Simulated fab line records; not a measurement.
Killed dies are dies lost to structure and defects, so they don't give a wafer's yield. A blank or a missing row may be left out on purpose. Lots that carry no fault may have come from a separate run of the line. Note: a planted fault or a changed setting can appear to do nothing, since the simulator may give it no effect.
fab line records / flow gf180mcu
record lots=5 wafers=13 lastDay=33
route steps=602 shown V2@396
lots with no fault: from the same line, run without faults
startH: the number of hours between the record's first day and the start of the first shown wafer of the lot / waitH: how many hours have passed since the lot's step before this one / " repeats the value in the row above / L1.1+2: several wafers, shown together as one row / - no value present, or no start provided / * or withheld: withheld / < > ~ a bound
route shown NAME@n: a module of which the file shows steps, and the number in the route of the first / usual: mean/standard deviation of fault-free wafers / same: alike in all rows / chamber/n: place in a boat / sites: per-site readings / _std_site: standard deviation across them / _edge_site: outer sites' mean less inner sites' / radiusMm: for every site, how far away it sits from the centre of the wafer / mask NAME#n: copy n / behind: the most recent tool/chamber to have shaped the wafer / hold: the reason the lot was held/the length of the hold in hours/how it ended / device: the n, p or np transistor that did not switch / end of line: tests of these same wafers at the route's end / for a step that has no rows: nothing shown but its recipe / killed: the dies lost at the first sort to structure and to defects; this is not the yield of the wafer / map: a wafer's dies, marking killed ones x, the rest . and places with no die _
set.NAME: setting as actually run; set.NAME@STEP: the setting as run at that earlier step / model.NAME: the simulator's own value behind a step, which no gauge read
lots at selected steps of the route; one table per step, one row per wafer
services: when a tool's chamber went out of use (startH, in hours from the record's first day, below 0 if earlier), for how many hours, and the reason
## steps
# step GF_V2_CD_MEAS_14
# recipe targetCdNm=260
# usual cdNm=259.9/1.4
lot.wafer=L446.3 tool=cdSem-02 chamber=- startH=472.14 waitH=0.1 cdNm=259.6
lot.wafer=L446.4 tool=cdSem-02 chamber=- startH=472.14 waitH=0.1 cdNm=258.7
lot.wafer=L446.6 tool=cdSem-02 chamber=- startH=472.14 waitH=0.1 cdNm=259.2
lot.wafer=L447.3 tool=cdSem-01 chamber=- startH=477.29 waitH=0.1 cdNm=259.4
lot.wafer=L447.5 tool=cdSem-01 chamber=- startH=477.29 waitH=0.1 cdNm=258.4
lot.wafer=L447.6 tool=cdSem-01 chamber=- startH=477.29 waitH=0.1 cdNm=258.5
lot.wafer=L452.5 tool=cdSem-01 chamber=- startH=524.40 waitH=0.1 cdNm=261.1
lot.wafer=L460.2 tool=cdSem-01 chamber=- startH=598.64 waitH=0.1 cdNm=260.4
lot.wafer=L460.4 tool=cdSem-01 chamber=- startH=598.64 waitH=0.1 cdNm=259.0
lot.wafer=L460.5 tool=cdSem-01 chamber=- startH=598.64 waitH=0.1 cdNm=259.8
lot.wafer=L461.2 tool=cdSem-02 chamber=- startH=603.54 waitH=0.1 cdNm=261.6
lot.wafer=L461.3 tool=cdSem-02 chamber=- startH=603.54 waitH=0.1 cdNm=262.4
lot.wafer=L461.6 tool=cdSem-02 chamber=- startH=603.54 waitH=0.1 cdNm=263.3
# step GF_V2_OVL_MEAS_15
# usual V2_OVL=-4/5.8
lot.wafer=L446.3 tool=overlay-01 chamber=- startH=472.23 waitH=0.1 V2_OVL[nm]=-1
lot.wafer=L446.4 tool=overlay-01 chamber=- startH=472.23 waitH=0.1 V2_OVL[nm]=-19
lot.wafer=L446.6 tool=overlay-01 chamber=- startH=472.23 waitH=0.1 V2_OVL[nm]=-6
lot.wafer=L447.3 tool=overlay-02 chamber=- startH=477.38 waitH=0.1 V2_OVL[nm]=0
lot.wafer=L447.5 tool=overlay-02 chamber=- startH=477.38 waitH=0.1 V2_OVL[nm]=-1
lot.wafer=L447.6 tool=overlay-02 chamber=- startH=477.38 waitH=0.1 V2_OVL[nm]=-6
lot.wafer=L452.5 tool=overlay-02 chamber=- startH=524.46 waitH=0.0 V2_OVL[nm]=-5
lot.wafer=L460.2 tool=overlay-02 chamber=- startH=598.74 waitH=0.1 V2_OVL[nm]=-9
lot.wafer=L460.4 tool=overlay-02 chamber=- startH=598.74 waitH=0.1 V2_OVL[nm]=-4
lot.wafer=L460.5 tool=overlay-02 chamber=- startH=598.74 waitH=0.1 V2_OVL[nm]=-1
lot.wafer=L461.2 tool=overlay-01 chamber=- startH=603.64 waitH=0.1 V2_OVL[nm]=-5
lot.wafer=L461.3 tool=overlay-01 chamber=- startH=603.64 waitH=0.1 V2_OVL[nm]=7
lot.wafer=L461.6 tool=overlay-01 chamber=- startH=603.64 waitH=0.1 V2_OVL[nm]=-9
# step GF_V2_ETCH_16
# recipe chemistry=N2/H2 targetDepthA=withheld overetchA=withheld timeS=withheld target=BARC ionEnergyEv=200 sourceW=500 biasW=100 pressureMtorr=30 n2FlowSccm=100 h2FlowSccm=200
# usual drypumpMotorCurrentA=5.5/0.48 oesProductAu=0.855/0.0051 throttleValvePct=13.225/0.0079
lot.wafer=L446.3 tool=rieDiel-03 chamber=3 startH=472.25 waitH=0.0 drypumpMotorCurrentA=6.2 oesProductAu=0.859 throttleValvePct=13.226
lot.wafer=L446.4 tool=rieDiel-03 chamber=2 startH=472.25 waitH=0.0 drypumpMotorCurrentA=5.4 oesProductAu=0.857 throttleValvePct=13.223
lot.wafer=L446.6 tool=rieDiel-03 chamber=2 startH=472.25 waitH=0.0 drypumpMotorCurrentA=5.4 oesProductAu=0.861 throttleValvePct=13.245
lot.wafer=L447.3 tool=rieDiel-01 chamber=2 startH=477.40 waitH=0.0 drypumpMotorCurrentA=4.8 oesProductAu=0.859 throttleValvePct=13.223
lot.wafer=L447.5 tool=rieDiel-01 chamber=1 startH=477.40 waitH=0.0 drypumpMotorCurrentA=5.0 oesProductAu=0.855 throttleValvePct=13.227
lot.wafer=L447.6 tool=rieDiel-01 chamber=2 startH=477.40 waitH=0.0 drypumpMotorCurrentA=4.8 oesProductAu=0.865 throttleValvePct=13.225
lot.wafer=L452.5 tool=rieDiel-01 chamber=2 startH=524.50 waitH=0.0 drypumpMotorCurrentA=4.8 oesProductAu=0.856 throttleValvePct=13.222
lot.wafer=L460.2 tool=rieDiel-03 chamber=2 startH=598.77 waitH=0.0 drypumpMotorCurrentA=5.4 oesProductAu=0.857 throttleValvePct=13.225
lot.wafer=L460.4 tool=rieDiel-03 chamber=1 startH=598.77 waitH=0.0 drypumpMotorCurrentA=5.8 oesProductAu=0.862 throttleValvePct=13.219
lot.wafer=L460.5 tool=rieDiel-03 chamber=3 startH=598.77 waitH=0.0 drypumpMotorCurrentA=6.2 oesProductAu=0.857 throttleValvePct=13.224
lot.wafer=L461.2 tool=rieDiel-04 chamber=2 startH=603.67 waitH=0.0 drypumpMotorCurrentA=6.1 oesProductAu=0.853 throttleValvePct=13.228
lot.wafer=L461.3 tool=rieDiel-04 chamber=3 startH=603.67 waitH=0.0 drypumpMotorCurrentA=5.8 oesProductAu=0.857 throttleValvePct=13.216
lot.wafer=L461.6 tool=rieDiel-04 chamber=2 startH=603.67 waitH=0.0 drypumpMotorCurrentA=6.1 oesProductAu=0.852 throttleValvePct=13.223
# step GF_V2_ETCH_17
# recipe chemistry=C4F8/O2/Ar maskMaterial=KrF target=SiO2 stopOn=TiN sourceW=1500 biasW=1200 pressureMtorr=40 c4f8FlowSccm=withheld O2_flow_sccm=6 Ar_flow_sccm=300 timeS=withheld targetDepthA=6300
# usual oesProductAu=0.855/0.0046
lot.wafer=L446.3 tool=rieDiel-03 chamber=3 startH=- waitH=- oesProductAu=0.858
lot.wafer=L446.4 tool=rieDiel-03 chamber=2 startH=- waitH=- oesProductAu=0.862
lot.wafer=L446.6 tool=rieDiel-03 chamber=2 startH=- waitH=- oesProductAu=0.857
lot.wafer=L447.3 tool=rieDiel-01 chamber=2 startH=- waitH=- oesProductAu=0.857
lot.wafer=L447.5 tool=rieDiel-01 chamber=1 startH=- waitH=- oesProductAu=0.858
lot.wafer=L447.6 tool=rieDiel-01 chamber=2 startH=- waitH=- oesProductAu=0.860
lot.wafer=L452.5 tool=rieDiel-01 chamber=2 startH=- waitH=- oesProductAu=0.850
lot.wafer=L460.2 tool=rieDiel-03 chamber=2 startH=- waitH=- oesProductAu=0.858
lot.wafer=L460.4 tool=rieDiel-03 chamber=1 startH=- waitH=- oesProductAu=0.854
lot.wafer=L460.5 tool=rieDiel-03 chamber=3 startH=- waitH=- oesProductAu=0.856
lot.wafer=L461.2 tool=rieDiel-04 chamber=2 startH=- waitH=- oesProductAu=0.858
lot.wafer=L461.3 tool=rieDiel-04 chamber=3 startH=- waitH=- oesProductAu=0.848
lot.wafer=L461.6 tool=rieDiel-04 chamber=2 startH=- waitH=- oesProductAu=0.860
# step GF_V2_STRIP_18
# recipe chemistry=O2/N2 powerW=1400 pressureMtorr=1500 platenTempC=250 o2FlowSccm=3000 n2FlowSccm=300 overashFraction=0.5
# usual drypumpMotorCurrentA=5.8/0.48 heaterPowerW=306/23 oesProductAu=0.588/0.0049
lot.wafer=L446.3 tool=plasmaAsher-02 chamber=1 startH=472.41 waitH=- drypumpMotorCurrentA=5.6 heaterPowerW=293 oesProductAu=0.586 rfHoursCounterH=-
lot.wafer=L446.4 tool=plasmaAsher-02 chamber=0 startH=472.41 waitH=- drypumpMotorCurrentA=5.9 heaterPowerW=294 oesProductAu=0.591 rfHoursCounterH=-
lot.wafer=L446.6 tool=plasmaAsher-02 chamber=0 startH=472.41 waitH=- drypumpMotorCurrentA=5.9 heaterPowerW=290 oesProductAu=0.589 rfHoursCounterH=-
lot.wafer=L447.3 tool=plasmaAsher-04 chamber=0 startH=477.57 waitH=- drypumpMotorCurrentA=6.7 heaterPowerW=308 oesProductAu=0.584 rfHoursCounterH=-
lot.wafer=L447.5 tool=plasmaAsher-04 chamber=0 startH=477.57 waitH=- drypumpMotorCurrentA=6.7 heaterPowerW=303 oesProductAu=0.596 rfHoursCounterH=-
lot.wafer=L447.6 tool=plasmaAsher-04 chamber=1 startH=477.57 waitH=- drypumpMotorCurrentA=5.5 heaterPowerW=303 oesProductAu=0.593 rfHoursCounterH=-
lot.wafer=L452.5 tool=plasmaAsher-04 chamber=0 startH=524.67 waitH=- drypumpMotorCurrentA=6.7 heaterPowerW=304 oesProductAu=0.595 rfHoursCounterH=-
lot.wafer=L460.2 tool=plasmaAsher-02 chamber=0 startH=598.90 waitH=- drypumpMotorCurrentA=5.9 heaterPowerW=297 oesProductAu=0.584 rfHoursCounterH=50
lot.wafer=L460.4 tool=plasmaAsher-02 chamber=0 startH=598.90 waitH=- drypumpMotorCurrentA=5.9 heaterPowerW=295 oesProductAu=0.583 rfHoursCounterH=-
lot.wafer=L460.5 tool=plasmaAsher-02 chamber=1 startH=598.90 waitH=- drypumpMotorCurrentA=5.6 heaterPowerW=282 oesProductAu=0.591 rfHoursCounterH=-
lot.wafer=L461.2 tool=plasmaAsher-04 chamber=1 startH=603.80 waitH=- drypumpMotorCurrentA=5.4 heaterPowerW=294 oesProductAu=0.585 rfHoursCounterH=97
lot.wafer=L461.3 tool=plasmaAsher-04 chamber=0 startH=603.80 waitH=- drypumpMotorCurrentA=6.7 heaterPowerW=312 oesProductAu=0.590 rfHoursCounterH=-
lot.wafer=L461.6 tool=plasmaAsher-04 chamber=0 startH=603.80 waitH=- drypumpMotorCurrentA=6.7 heaterPowerW=312 oesProductAu=0.591 rfHoursCounterH=-
# step GF_V2_STRIP_19
# recipe chemistry=postEtchResidueRemover timeS=1200 tempC=72.5
# step GF_V2_CLEAN_20
# recipe chemistry=DIW dry=n2Spin
# step GF_V2_SPUTTER_21
# recipe material=Ti targetThkNm=15 chamberPressurePa=5 powerW=2500 substrateTempC=200 timeS=80.02
# usual throttleValvePct=30.6/0.75
lot.wafer=L446.3 tool=pvdSputter-03 chamber=- startH=472.92 waitH=0.0 throttleValvePct=30.3
lot.wafer=L446.4 tool=pvdSputter-03 chamber=- startH=472.92 waitH=0.0 throttleValvePct=31.0
lot.wafer=L446.6 tool=pvdSputter-03 chamber=- startH=472.92 waitH=0.0 throttleValvePct=30.3
lot.wafer=L447.3 tool=pvdSputter-04 chamber=- startH=478.07 waitH=0.0 throttleValvePct=29.0
lot.wafer=L447.5 tool=pvdSputter-04 chamber=- startH=478.07 waitH=0.0 throttleValvePct=29.0
lot.wafer=L447.6 tool=pvdSputter-04 chamber=- startH=478.07 waitH=0.0 throttleValvePct=29.4
lot.wafer=L452.5 tool=pvdSputter-03 chamber=- startH=525.18 waitH=0.0 throttleValvePct=30.3
lot.wafer=L460.2 tool=pvdSputter-01 chamber=- startH=599.48 waitH=0.0 throttleValvePct=30.9
lot.wafer=L460.4 tool=pvdSputter-01 chamber=- startH=599.48 waitH=0.0 throttleValvePct=31.6
lot.wafer=L460.5 tool=pvdSputter-01 chamber=- startH=599.48 waitH=0.0 throttleValvePct=29.7
lot.wafer=L461.2 tool=pvdSputter-01 chamber=- startH=604.38 waitH=0.0 throttleValvePct=31.7
lot.wafer=L461.3 tool=pvdSputter-01 chamber=- startH=604.38 waitH=0.0 throttleValvePct=31.7
lot.wafer=L461.6 tool=pvdSputter-01 chamber=- startH=604.38 waitH=0.0 throttleValvePct=31.5
# step GF_V2_SPUTTER_22
# recipe material=TiN targetThkNm=10 chamberPressurePa=5 powerW=4000 timeS=40
# usual throttleValvePct=30.6/0.74
lot.wafer=L446.3 tool=pvdSputter-03 chamber=- startH=472.98 waitH=0.0 throttleValvePct=30.2
lot.wafer=L446.4 tool=pvdSputter-03 chamber=- startH=472.98 waitH=0.0 throttleValvePct=30.9
lot.wafer=L446.6 tool=pvdSputter-03 chamber=- startH=472.98 waitH=0.0 throttleValvePct=30.3
lot.wafer=L447.3 tool=pvdSputter-04 chamber=- startH=478.14 waitH=0.0 throttleValvePct=29.0
lot.wafer=L447.5 tool=pvdSputter-04 chamber=- startH=478.14 waitH=0.0 throttleValvePct=28.7
lot.wafer=L447.6 tool=pvdSputter-04 chamber=- startH=478.14 waitH=0.0 throttleValvePct=29.6
lot.wafer=L452.5 tool=pvdSputter-03 chamber=- startH=525.23 waitH=0.0 throttleValvePct=30.5
lot.wafer=L460.2 tool=pvdSputter-01 chamber=- startH=599.54 waitH=0.0 throttleValvePct=31.0
lot.wafer=L460.4 tool=pvdSputter-01 chamber=- startH=599.54 waitH=0.0 throttleValvePct=31.4
lot.wafer=L460.5 tool=pvdSputter-01 chamber=- startH=599.54 waitH=0.0 throttleValvePct=29.6
lot.wafer=L461.2 tool=pvdSputter-01 chamber=- startH=604.44 waitH=0.0 throttleValvePct=31.8
lot.wafer=L461.3 tool=pvdSputter-01 chamber=- startH=604.44 waitH=0.0 throttleValvePct=31.7
lot.wafer=L461.6 tool=pvdSputter-01 chamber=- startH=604.44 waitH=0.0 throttleValvePct=31.5
# step GF_V2_CVD_23
# recipe material=W targetThkNm=350 timeS=104.94 tempC=400 pressureTorr=40
# step GF_V2_RS_MEAS_24
# recipe thkMeasGauge=four-point-probe reads=W_of_V2_CVD_23+TiN_of_V2_SPUTTER_22+Ti_of_V2_SPUTTER_21
# usual V2_W_RS=0.327/0.0056
lot.wafer=L446.3 tool=filmMetro-01 chamber=- startH=473.29 waitH=0.2 V2_W_RS[ohm/sq]=0.332
lot.wafer=L446.4 tool=filmMetro-01 chamber=- startH=473.29 waitH=0.2 V2_W_RS[ohm/sq]=0.335
lot.wafer=L446.6 tool=filmMetro-01 chamber=- startH=473.29 waitH=0.2 V2_W_RS[ohm/sq]=0.331
lot.wafer=L447.3 tool=filmMetro-04 chamber=- startH=478.33 waitH=0.1 V2_W_RS[ohm/sq]=0.328
lot.wafer=L447.5 tool=filmMetro-04 chamber=- startH=478.33 waitH=0.1 V2_W_RS[ohm/sq]=0.331
lot.wafer=L447.6 tool=filmMetro-04 chamber=- startH=478.33 waitH=0.1 V2_W_RS[ohm/sq]=0.328
lot.wafer=L452.5 tool=filmMetro-03 chamber=- startH=525.44 waitH=0.1 V2_W_RS[ohm/sq]=0.329
lot.wafer=L460.2 tool=filmMetro-04 chamber=- startH=599.71 waitH=0.1 V2_W_RS[ohm/sq]=0.331
lot.wafer=L460.4 tool=filmMetro-04 chamber=- startH=599.71 waitH=0.1 V2_W_RS[ohm/sq]=0.323
lot.wafer=L460.5 tool=filmMetro-04 chamber=- startH=599.71 waitH=0.1 V2_W_RS[ohm/sq]=0.326
lot.wafer=L461.2 tool=filmMetro-04 chamber=- startH=604.61 waitH=0.1 V2_W_RS[ohm/sq]=0.326
lot.wafer=L461.3 tool=filmMetro-04 chamber=- startH=604.61 waitH=0.1 V2_W_RS[ohm/sq]=0.325
lot.wafer=L461.6 tool=filmMetro-04 chamber=- startH=604.61 waitH=0.1 V2_W_RS[ohm/sq]=0.327
# step GF_V2_THK_MEAS_25
# recipe thkMeasGauge=xrf reads=W_of_V2_CVD_23
# usual V2_W_THK=357/6.5
lot.wafer=L446.3 tool=filmMetro-01 chamber=- startH=473.39 waitH=0.1 V2_W_THK[nm]=363
lot.wafer=L446.4 tool=filmMetro-01 chamber=- startH=473.39 waitH=0.1 V2_W_THK[nm]=360
lot.wafer=L446.6 tool=filmMetro-01 chamber=- startH=473.39 waitH=0.1 V2_W_THK[nm]=361
lot.wafer=L447.3 tool=filmMetro-04 chamber=- startH=478.43 waitH=0.1 V2_W_THK[nm]=350
lot.wafer=L447.5 tool=filmMetro-04 chamber=- startH=478.43 waitH=0.1 V2_W_THK[nm]=347
lot.wafer=L447.6 tool=filmMetro-04 chamber=- startH=478.43 waitH=0.1 V2_W_THK[nm]=351
lot.wafer=L452.5 tool=filmMetro-03 chamber=- startH=525.52 waitH=0.1 V2_W_THK[nm]=357
lot.wafer=L460.2 tool=filmMetro-04 chamber=- startH=599.82 waitH=0.1 V2_W_THK[nm]=349
lot.wafer=L460.4 tool=filmMetro-04 chamber=- startH=599.82 waitH=0.1 V2_W_THK[nm]=357
lot.wafer=L460.5 tool=filmMetro-04 chamber=- startH=599.82 waitH=0.1 V2_W_THK[nm]=353
lot.wafer=L461.2 tool=filmMetro-04 chamber=- startH=604.72 waitH=0.1 V2_W_THK[nm]=356
lot.wafer=L461.3 tool=filmMetro-04 chamber=- startH=604.72 waitH=0.1 V2_W_THK[nm]=359
lot.wafer=L461.6 tool=filmMetro-04 chamber=- startH=604.72 waitH=0.1 V2_W_THK[nm]=357
# step GF_V2_CMP_26
# recipe stopOn=SiO2 downForcePsi=3.5 platenRpm=60 tOverpolishS=15 targetThkNm=0 padVelocityMS=0.94248
# usual motorCurrentA=10.8/0.76 overpolishRunS=15.000/0.0096 slurryFlowMlMin=150.0/0.43 timeToEndpointS=83.6/2.8
lot.wafer=L446.4 tool=cmp-01 chamber=2 startH=473.48 waitH=0.1 motorCurrentA=11.3 overpolishRunS=14.997 slurryFlowMlMin=150.3 timeToEndpointS=83.8
lot.wafer=L446.3 tool=cmp-01 chamber=3 startH=473.48 waitH=0.1 motorCurrentA=10.2 overpolishRunS=15.005 slurryFlowMlMin=149.5 timeToEndpointS=81.9
lot.wafer=L446.6 tool=cmp-01 chamber=1 startH=473.48 waitH=0.1 motorCurrentA=10.6 overpolishRunS=15.006 slurryFlowMlMin=149.6 timeToEndpointS=84.1
lot.wafer=L447.3 tool=cmp-01 chamber=1 startH=478.62 waitH=0.2 motorCurrentA=10.4 overpolishRunS=15.002 slurryFlowMlMin=149.8 timeToEndpointS=82.7
lot.wafer=L447.5 tool=cmp-01 chamber=2 startH=478.62 waitH=0.2 motorCurrentA=11.6 overpolishRunS=14.991 slurryFlowMlMin=150.4 timeToEndpointS=84.5
lot.wafer=L447.6 tool=cmp-01 chamber=3 startH=478.62 waitH=0.2 motorCurrentA=10.3 overpolishRunS=14.997 slurryFlowMlMin=150.0 timeToEndpointS=83.9
lot.wafer=L452.5 tool=cmp-01 chamber=1 startH=525.74 waitH=0.2 motorCurrentA=10.8 overpolishRunS=0.033 slurryFlowMlMin=149.9 timeToEndpointS=128.7
lot.wafer=L460.4 tool=cmp-02 chamber=2 startH=599.92 waitH=0.1 motorCurrentA=11.4 overpolishRunS=14.997 slurryFlowMlMin=150.9 timeToEndpointS=85.6
lot.wafer=L460.2 tool=cmp-02 chamber=3 startH=599.92 waitH=0.1 motorCurrentA=9.6 overpolishRunS=15.003 slurryFlowMlMin=149.8 timeToEndpointS=85.6
lot.wafer=L460.5 tool=cmp-02 chamber=2 startH=599.92 waitH=0.1 motorCurrentA=12.1 overpolishRunS=15.013 slurryFlowMlMin=150.6 timeToEndpointS=86.4
lot.wafer=L461.3 tool=cmp-02 chamber=3 startH=604.77 waitH=0.0 motorCurrentA=9.9 overpolishRunS=15.010 slurryFlowMlMin=149.7 timeToEndpointS=84.2
lot.wafer=L461.2 tool=cmp-02 chamber=2 startH=604.77 waitH=0.0 motorCurrentA=12.1 overpolishRunS=15.001 slurryFlowMlMin=149.7 timeToEndpointS=84.6
lot.wafer=L461.6 tool=cmp-02 chamber=3 startH=604.77 waitH=0.0 motorCurrentA=10.3 overpolishRunS=15.003 slurryFlowMlMin=150.2 timeToEndpointS=86.2
## services
tool=rieDiel-03 chamber=3 startH=453.93 hours=- kind=clean
tool=rieDiel-03 chamber=3 startH=453.93 hours=15.1 kind=scheduledDown
tool=rieDiel-03 chamber=3 startH=453.93 hours=15.1 kind=ventCycle
tool=pvdSputter-04 chamber=- startH=476.01 hours=1.4 kind=repair
tool=cmp-02 chamber=- startH=477.32 hours=2.1 kind=repair
tool=pvdSputter-01 chamber=- startH=484.12 hours=6.3 kind=repair
tool=rieDiel-03 chamber=2 startH=489.41 hours=7.5 kind=repair
tool=rieDiel-04 chamber=3 startH=491.63 hours=- kind=clean
tool=rieDiel-03 chamber=1 startH=492.52 hours=13.7 kind=repair
tool=cmp-02 chamber=- startH=494.01 hours=0.5 kind=repair
tool=cmp-01 chamber=- startH=495.14 hours=1.4 kind=repair
tool=cmp-02 chamber=- startH=499.93 hours=7.0 kind=pm
tool=pvdSputter-04 chamber=- startH=506.16 hours=4.1 kind=repair
tool=cmp-01 chamber=- startH=511.02 hours=5.8 kind=repair
tool=cmp-02 chamber=- startH=516.81 hours=4.7 kind=pm
tool=rieDiel-04 chamber=3 startH=542.13 hours=6.9 kind=repair
tool=pvdSputter-03 chamber=- startH=550.99 hours=0.7 kind=repair
tool=plasmaAsher-02 chamber=- startH=558.32 hours=2.8 kind=repair
tool=pvdSputter-04 chamber=- startH=558.58 hours=0.7 kind=repair
tool=rieDiel-04 chamber=1 startH=564.00 hours=19.3 kind=repair
tool=rieDiel-01 chamber=1 startH=567.61 hours=1.7 kind=repair
tool=rieDiel-01 chamber=- startH=570.70 hours=1.3 kind=repair
tool=plasmaAsher-04 chamber=- startH=571.56 hours=23.3 kind=pm
tool=cmp-02 chamber=- startH=572.13 hours=4.0 kind=pm
## key
firstSign step=GF_V2_CMP_26 reading=overpolishRunS direction=down sigmas=99+ usual=15.000 struck=0.033
effect step=GF_V2_CMP_26 reading=timeToEndpointS direction=up sigmas=16 usual=* struck=*
metAt GF_V2_CMP_26
struckWafers L452.5
laterRowsLeftOut L452.5
sortLeftOut L452.5
testerLeftOut L452
onsetBetween 478.62 525.74
earlierFault kind=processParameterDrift tool=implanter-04 chamber=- onsetH=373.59 steps=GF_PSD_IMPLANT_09 channel=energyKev offset=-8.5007 shape=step endH=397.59 actsIn=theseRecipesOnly stated=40
fault kind=processParameterDrift tool=cmp-01 chamber=1 onsetH=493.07 steps=GF_V2_CMP_26 channel=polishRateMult offset=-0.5 shape=step
# testerLeftOut: of these lots the tester's yield and bins aren't shown, on N5 and GAA mostly nor the transistor test; their killed dies are dies lost to structure and defects alone, not to doping, threshold or leakage, so they don't give the yield
# sortLeftOut: the simulated sort isn't trusted on such a fault, so these wafers' sort isn't shown, and their yield isn't known
# laterRowsLeftOut: the simulator's readings of these wafers behind a module that went badly wrong aren't trusted and aren't shown, but for the sort
